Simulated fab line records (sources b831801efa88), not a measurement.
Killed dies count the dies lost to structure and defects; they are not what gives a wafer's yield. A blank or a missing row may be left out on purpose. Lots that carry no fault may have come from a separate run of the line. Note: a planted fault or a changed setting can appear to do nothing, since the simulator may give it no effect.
One fault seen from 2 desks	flow gf180mcu	each desk has only its own numbers; what lay behind them comes last

== FROM THE METROLOGY DESK ==
Means of the sampled wafers that have a number, per lot and without regard to the tool the lot ran on: this is what the gauges read. The brackets show how far a lot's mean lies from the usual mean; more than 4 standard deviations puts the lot out of limits, marked OUT.
Columns: A = VT_IMPLANT_4_TW at GF_VT_IMPLANT_TW_MEAS_43, usual 697
lot	first seen here	A
L271	day 8 01:11	701
L272	day 8 02:56	695
L274	day 8 12:52	702
L276	day 9 03:23	697
L278	day 9 15:52	696
L279	day 9 23:50	564 (-39) OUT
L283	day 11 02:59	567 (-38) OUT
L284	day 11 08:05	694
L290	day 13 01:11	695
L291	day 13 09:44	700
L292	day 13 15:11	699
L293	day 13 21:23	696
Per this desk, out of limits: L279, L283; the first was L279, day 9 23:50 (VT_IMPLANT_4_TW at GF_VT_IMPLANT_TW_MEAS_43). In limits: L271, L272, L274, L276, L278, L284, L290, L291, L292, L293.

== FOR THE TOOL OWNER'S DESK: implanter-03 ==
The tool's own readings at GF_VT_IMPLANT_IMPLANT_41, given as means over the sampled wafers that have a number, one for each lot that went through this tool. The brackets show how far a lot's mean lies from the usual mean; more than 4 standard deviations puts the lot out of limits, marked OUT.
Columns: A = beam energy keV at GF_VT_IMPLANT_IMPLANT_41, usual 70.000; B = dose ions cm2 at GF_VT_IMPLANT_IMPLANT_41, usual 1.0128e+12; C = faraday current uA at GF_VT_IMPLANT_IMPLANT_41, usual 5.71
lot	first seen here	A	B	C
L271	day 8 00:58	70.011	1.0131e+12	5.64
L272	day 8 02:41	69.987	1.0127e+12	5.76
L274	day 8 12:39	69.999	1.0104e+12	5.86
L276	day 9 03:08	70.006	1.0130e+12	5.62
L278	day 9 15:40	69.995	1.0134e+12	5.65
L279	day 9 23:35	70.002	5.2403e+11 (-99 or more) OUT	2.94 (-25) OUT
L283	day 11 02:45	69.980	5.2407e+11 (-99 or more) OUT	2.94 (-25) OUT
L293	day 13 21:08	70.023	1.0149e+12	5.63
This desk's verdict: out of limits on L279, L283, starting with L279 at day 9 23:35 (dose ions cm2 at GF_VT_IMPLANT_IMPLANT_41). In limits: L271, L272, L274, L276, L278, L293.

== ALL TOGETHER ==
The tool owner's desk could have raised an alarm at day 9 23:35, on L279, L283.
At day 9 23:50 the metrology desk could have sounded an alarm, on L279, L283.
All the named lots went through GF_VT_IMPLANT_IMPLANT_41 on implanter-03.

== WHAT THE SIMULATOR HAD PUT IN ==
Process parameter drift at GF_VT_IMPLANT_IMPLANT_41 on implanter-03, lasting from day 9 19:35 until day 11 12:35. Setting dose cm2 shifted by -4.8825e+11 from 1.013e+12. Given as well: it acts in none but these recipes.
Struck lots among those shown: L279, L283.
Fault start to first reading out of limits, in hours, per desk: tool owner, 4; metrology, 4.
